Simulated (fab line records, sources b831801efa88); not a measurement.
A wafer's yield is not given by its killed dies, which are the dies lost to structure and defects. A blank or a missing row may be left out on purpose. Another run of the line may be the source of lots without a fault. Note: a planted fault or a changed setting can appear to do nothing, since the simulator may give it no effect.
Chamber matching || flow sky130 || 4 sister chambers for SKY_VIA4_ETCH_12 on rie diel-03
The step etches SiO2 in C4F8/O2/Ar, stops on TiN, target depth 580 nm. 8 wafers are shown with their chamber, then 9 later ones without.

WAFERS WITH THEIR CHAMBER
{"wafer": "L268.6", "chamber": 0, "oes product au (a.u.)": 0.917}
{"wafer": "L271.3", "chamber": 1, "oes product au (a.u.)": 0.926}
{"wafer": "L271.6", "chamber": 3, "oes product au (a.u.)": 0.937}
{"wafer": "L280.3", "chamber": 3, "oes product au (a.u.)": 0.934}
{"wafer": "L280.6", "chamber": 0, "oes product au (a.u.)": 0.921}
{"wafer": "L282.1", "chamber": 2, "oes product au (a.u.)": 0.922}
{"wafer": "L282.3", "chamber": 1, "oes product au (a.u.)": 0.932}
{"wafer": "L282.6", "chamber": 2, "oes product au (a.u.)": 0.927}

WAFERS WITHOUT THEIR CHAMBER
{"wafer": "L283.1", "oes product au (a.u.)": 0.935}
{"wafer": "L283.2", "oes product au (a.u.)": 0.918}
{"wafer": "L283.3", "oes product au (a.u.)": 0.930}
{"wafer": "L285.1", "oes product au (a.u.)": 0.925}
{"wafer": "L285.3", "oes product au (a.u.)": 0.923}
{"wafer": "L285.5", "oes product au (a.u.)": 0.930}
{"wafer": "L291.1", "oes product au (a.u.)": 0.924}
{"wafer": "L291.4", "oes product au (a.u.)": 0.934}
{"wafer": "L291.5", "oes product au (a.u.)": 0.926}

CHAMBER TAKEN BY EACH
{"wafer": "L283.1", "from the rows above": "can't be placed: 3 or 1", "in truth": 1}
{"wafer": "L283.2", "from the rows above": "can't be placed: 0 or 2", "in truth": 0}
{"wafer": "L283.3", "from the rows above": "can't be placed: 1 or 2 or 3", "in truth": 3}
{"wafer": "L285.1", "from the rows above": "can't be placed: 2 or 1 or 0", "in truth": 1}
{"wafer": "L285.3", "from the rows above": "can't be placed: 2 or 0 or 1", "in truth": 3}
{"wafer": "L285.5", "from the rows above": "can't be placed: 1 or 2 or 3", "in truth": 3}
{"wafer": "L291.1", "from the rows above": "can't be placed: 2 or 0 or 1", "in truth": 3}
{"wafer": "L291.4", "from the rows above": "can't be placed: 3 or 1", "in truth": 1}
{"wafer": "L291.5", "from the rows above": "can't be placed: 2 or 1 or 0", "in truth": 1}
Placed correctly: 0 of 9. These rows do not allow placing 9 (true chamber among the candidates in 7). 0 placed wrongly.
How it was worked out, from the rows above alone: a wafer's distance from a chamber is the root of the sum, over the readings, of the square of ((its reading less the chamber's mean) divided by the reading's scatter). The wafer belongs to the nearest chamber; if the next one is less than 2 further off, it can't be placed. Each chamber's mean is taken over the wafers shown for it. How the scatter is found: for the shown wafers, subtract from each reading the mean of its chamber, square and add these, divide the total by (wafers less chambers), then take the root.
